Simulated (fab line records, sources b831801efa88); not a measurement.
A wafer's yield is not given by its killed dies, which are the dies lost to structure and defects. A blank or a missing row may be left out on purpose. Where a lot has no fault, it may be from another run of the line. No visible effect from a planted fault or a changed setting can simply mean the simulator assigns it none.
Which tool is to blame? || flow sfq line || 45 wafers from 15 lots sampled at 3 of the route's 325 steps

== WHAT EACH GAUGE READ, for each wafer ==
SFQ_I4_BOW_MEAS_927.
{"lot": "L671", "measured": "day 36 06:55", "on": "film metro-04", "I4_BOW (um)": "15 9 17"}
{"lot": "L676", "measured": "day 37 12:55", "on": "film metro-02", "I4_BOW (um)": "12 24 21"}
{"lot": "L677", "measured": "day 37 15:54", "on": "film metro-04", "I4_BOW (um)": "0 1 -4"}
{"lot": "L678", "measured": "day 37 20:37", "on": "film metro-04", "I4_BOW (um)": "10 16 7"}
{"lot": "L679", "measured": "day 38 00:54", "on": "film metro-01", "I4_BOW (um)": "-8 1 4"}
{"lot": "L681", "measured": "day 38 14:35", "on": "film metro-04", "I4_BOW (um)": "16 5 12"}
{"lot": "L683", "measured": "day 39 03:55", "on": "film metro-04", "I4_BOW (um)": "3 -9 2"}
{"lot": "L684", "measured": "day 39 12:35", "on": "film metro-02", "I4_BOW (um)": "7 -18 -13"}
{"lot": "L685", "measured": "day 39 15:54", "on": "film metro-04", "I4_BOW (um)": "-7 -7 3"}
{"lot": "L686", "measured": "day 39 21:55", "on": "film metro-02", "I4_BOW (um)": "-9 -11 -2"}
{"lot": "L688", "measured": "day 40 12:35", "on": "film metro-04", "I4_BOW (um)": "-12 5 8"}
{"lot": "L689", "measured": "day 41 00:54", "on": "film metro-01", "I4_BOW (um)": "0 10 5"}
{"lot": "L690", "measured": "day 41 09:36", "on": "film metro-01", "I4_BOW (um)": "16 27 25"}
{"lot": "L691", "measured": "day 41 15:49", "on": "film metro-04", "I4_BOW (um)": "5 -5 -7"}
{"lot": "L692", "measured": "day 41 18:52", "on": "film metro-02", "I4_BOW (um)": "16 4 17"}

== WHAT TOOL EACH LOT RAN ON (gives the tool, then ch and the chambers of the sampled wafers, and finally the start) ==
{"lot": "L671", "SFQ_TRILAYER_I2_VIA_STRIP_STRIP_071": "rie metal-01 ch 0,1, day 23 12:50", "SFQ_TRILAYER_I3_VIA_ETCH_VIA_ETCH_088": "rie diel-02 ch 0,2,3, day 32 05:23"}
{"lot": "L676", "SFQ_TRILAYER_I2_VIA_STRIP_STRIP_071": "rie metal-02 ch 0,1, day 24 19:57", "SFQ_TRILAYER_I3_VIA_ETCH_VIA_ETCH_088": "rie diel-03 ch 1,2,3, day 33 06:35"}
{"lot": "L677", "SFQ_TRILAYER_I2_VIA_STRIP_STRIP_071": "rie metal-03 ch 0,1, day 25 09:54", "SFQ_TRILAYER_I3_VIA_ETCH_VIA_ETCH_088": "rie diel-03 ch 1,2, day 33 10:11"}
{"lot": "L678", "SFQ_TRILAYER_I2_VIA_STRIP_STRIP_071": "rie metal-01 ch 0,1, day 25 22:06", "SFQ_TRILAYER_I3_VIA_ETCH_VIA_ETCH_088": "rie diel-02 ch 1,3, day 33 16:11"}
{"lot": "L679", "SFQ_TRILAYER_I2_VIA_STRIP_STRIP_071": "rie metal-01 ch 0, day 26 19:24", "SFQ_TRILAYER_I3_VIA_ETCH_VIA_ETCH_088": "rie diel-04 ch 1,3, day 34 04:11"}
{"lot": "L681", "SFQ_TRILAYER_I2_VIA_STRIP_STRIP_071": "rie metal-01 ch 0,1, day 27 18:12", "SFQ_TRILAYER_I3_VIA_ETCH_VIA_ETCH_088": "rie diel-04 ch 0,3, day 34 19:35"}
{"lot": "L683", "SFQ_TRILAYER_I2_VIA_STRIP_STRIP_071": "rie metal-01 ch 0,1, day 28 17:25", "SFQ_TRILAYER_I3_VIA_ETCH_VIA_ETCH_088": "rie diel-03 ch 0,1, day 35 12:11"}
{"lot": "L684", "SFQ_TRILAYER_I2_VIA_STRIP_STRIP_071": "rie metal-03 ch 0,1, day 29 01:49", "SFQ_TRILAYER_I3_VIA_ETCH_VIA_ETCH_088": "rie diel-02 ch 1,2,3, day 35 20:08"}
{"lot": "L685", "SFQ_TRILAYER_I2_VIA_STRIP_STRIP_071": "rie metal-03 ch 0, day 29 09:01", "SFQ_TRILAYER_I3_VIA_ETCH_VIA_ETCH_088": "rie diel-04 ch 0,1, day 35 21:20"}
{"lot": "L686", "SFQ_TRILAYER_I2_VIA_STRIP_STRIP_071": "rie metal-01 ch 0,1, day 29 22:13", "SFQ_TRILAYER_I3_VIA_ETCH_VIA_ETCH_088": "rie diel-03 ch 1,2,3, day 36 03:26"}
{"lot": "L688", "SFQ_TRILAYER_I2_VIA_STRIP_STRIP_071": "rie metal-02 ch 0,1, day 30 06:37", "SFQ_TRILAYER_I3_VIA_ETCH_VIA_ETCH_088": "rie diel-03 ch 0,1,3, day 36 19:05"}
{"lot": "L689", "SFQ_TRILAYER_I2_VIA_STRIP_STRIP_071": "rie metal-02 ch 0,1, day 30 22:13", "SFQ_TRILAYER_I3_VIA_ETCH_VIA_ETCH_088": "rie diel-04 ch 0,2, day 37 07:05"}
{"lot": "L690", "SFQ_TRILAYER_I2_VIA_STRIP_STRIP_071": "rie metal-02 ch 1, day 31 01:49", "SFQ_TRILAYER_I3_VIA_ETCH_VIA_ETCH_088": "rie diel-02 ch 0,3, day 37 13:05"}
{"lot": "L691", "SFQ_TRILAYER_I2_VIA_STRIP_STRIP_071": "rie metal-01 ch 0,1, day 31 10:13", "SFQ_TRILAYER_I3_VIA_ETCH_VIA_ETCH_088": "rie diel-03 ch 1,2, day 37 16:41"}
{"lot": "L692", "SFQ_TRILAYER_I2_VIA_STRIP_STRIP_071": "rie metal-01 ch 0,1, day 31 22:25", "SFQ_TRILAYER_I3_VIA_ETCH_VIA_ETCH_088": "rie diel-02 ch 1,2,3, day 37 19:05"}
- SFQ_TRILAYER_I2_VIA_STRIP_STRIP_071: strips in O2.
- SFQ_TRILAYER_I3_VIA_ETCH_VIA_ETCH_088: etches SiO2 in CHF3, stops on Nb, target depth 260 nm.

== WHAT THE TOOLS THEMSELVES READ (means of the sampled wafers that have a number; where no wafer has one, the mark that the record gives instead) ==
SFQ_TRILAYER_I2_VIA_STRIP_STRIP_071.
{"lot": "L671", "tool": "rie metal-01", "drypump motor current A (A)": 5.3, "oes product au (a.u.)": 1.004}
{"lot": "L676", "tool": "rie metal-02", "drypump motor current A (A)": 5.9, "oes product au (a.u.)": 1.002}
{"lot": "L677", "tool": "rie metal-03", "drypump motor current A (A)": 5.2, "oes product au (a.u.)": 1.004}
{"lot": "L678", "tool": "rie metal-01", "drypump motor current A (A)": 5.3, "oes product au (a.u.)": 1.001}
{"lot": "L679", "tool": "rie metal-01", "drypump motor current A (A)": 5.0, "oes product au (a.u.)": 0.996}
{"lot": "L681", "tool": "rie metal-01", "drypump motor current A (A)": 5.6, "oes product au (a.u.)": 1.003}
{"lot": "L683", "tool": "rie metal-01", "drypump motor current A (A)": 5.6, "oes product au (a.u.)": 0.993}
{"lot": "L684", "tool": "rie metal-03", "drypump motor current A (A)": 5.2, "oes product au (a.u.)": 1.014}
{"lot": "L685", "tool": "rie metal-03", "drypump motor current A (A)": 5.1, "oes product au (a.u.)": 1.008}
{"lot": "L686", "tool": "rie metal-01", "drypump motor current A (A)": 5.6, "oes product au (a.u.)": 1.004}
{"lot": "L688", "tool": "rie metal-02", "drypump motor current A (A)": 5.9, "oes product au (a.u.)": 1.002}
{"lot": "L689", "tool": "rie metal-02", "drypump motor current A (A)": 6.1, "oes product au (a.u.)": 1.004}
{"lot": "L690", "tool": "rie metal-02", "drypump motor current A (A)": 5.6, "oes product au (a.u.)": 0.998}
{"lot": "L691", "tool": "rie metal-01", "drypump motor current A (A)": 5.6, "oes product au (a.u.)": 1.002}
{"lot": "L692", "tool": "rie metal-01", "drypump motor current A (A)": 5.5, "oes product au (a.u.)": 0.997}

SFQ_TRILAYER_I3_VIA_ETCH_VIA_ETCH_088.
{"lot": "L671", "tool": "rie diel-02", "bias w (W)": 80.06, "drypump motor current A (A)": 5.97, "oes product au (a.u.)": 0.861}
{"lot": "L676", "tool": "rie diel-03", "bias w (W)": 80.05, "drypump motor current A (A)": 5.76, "oes product au (a.u.)": 0.852}
{"lot": "L677", "tool": "rie diel-03", "bias w (W)": 80.16, "drypump motor current A (A)": 5.99, "oes product au (a.u.)": 0.858}
{"lot": "L678", "tool": "rie diel-02", "bias w (W)": 79.95, "drypump motor current A (A)": 5.91, "oes product au (a.u.)": 0.850}
{"lot": "L679", "tool": "rie diel-04", "bias w (W)": 80.33, "drypump motor current A (A)": 5.80, "oes product au (a.u.)": 0.861}
{"lot": "L681", "tool": "rie diel-04", "bias w (W)": 80.02, "drypump motor current A (A)": 5.76, "oes product au (a.u.)": 0.853}
{"lot": "L683", "tool": "rie diel-03", "bias w (W)": 80.33, "drypump motor current A (A)": 6.07, "oes product au (a.u.)": 0.854}
{"lot": "L684", "tool": "rie diel-02", "bias w (W)": 80.06, "drypump motor current A (A)": 6.00, "oes product au (a.u.)": 0.854}
{"lot": "L685", "tool": "rie diel-04", "bias w (W)": 80.00, "drypump motor current A (A)": 5.74, "oes product au (a.u.)": 0.852}
{"lot": "L686", "tool": "rie diel-03", "bias w (W)": 79.82, "drypump motor current A (A)": 5.76, "oes product au (a.u.)": 0.853}
{"lot": "L688", "tool": "rie diel-03", "bias w (W)": 79.97, "drypump motor current A (A)": 5.74, "oes product au (a.u.)": 0.855}
{"lot": "L689", "tool": "rie diel-04", "bias w (W)": 80.14, "drypump motor current A (A)": 5.76, "oes product au (a.u.)": 0.857}
{"lot": "L690", "tool": "rie diel-02", "bias w (W)": 80.30, "drypump motor current A (A)": 5.87, "oes product au (a.u.)": 0.856}
{"lot": "L691", "tool": "rie diel-03", "bias w (W)": 80.06, "drypump motor current A (A)": 5.98, "oes product au (a.u.)": 0.852}
{"lot": "L692", "tool": "rie diel-02", "bias w (W)": 80.11, "drypump motor current A (A)": 6.01, "oes product au (a.u.)": 0.853}

== THE ANSWER, worked out from the rows above alone ==
Rule: the lots themselves supply what counts as usual. The widest of any qualifying gaps counts: lots, ordered by their means at a reading, are off when they make up no more than a third of the lots, leave a main group of 4 or more, and stand apart from it by 3 or more times the standard deviation of that group's means. If all means in a main group match to the digits the tables above print for the reading, that group is not used. Also off: a lot with no number at a reading for which 4 or more lots have one. All remaining lots with rows at the step are treated as sound. First the gauges in route order, then the tools' own readings, where a lot's mean is used as printed above. The first step at which some lot is off is used, and at that step the reading that is off furthest; a lot without a number counts as furthest.
No lot is off on any of the readings shown, so nothing can be concluded from this.

== WHAT WAS PUT IN BY THE SIMULATOR ==
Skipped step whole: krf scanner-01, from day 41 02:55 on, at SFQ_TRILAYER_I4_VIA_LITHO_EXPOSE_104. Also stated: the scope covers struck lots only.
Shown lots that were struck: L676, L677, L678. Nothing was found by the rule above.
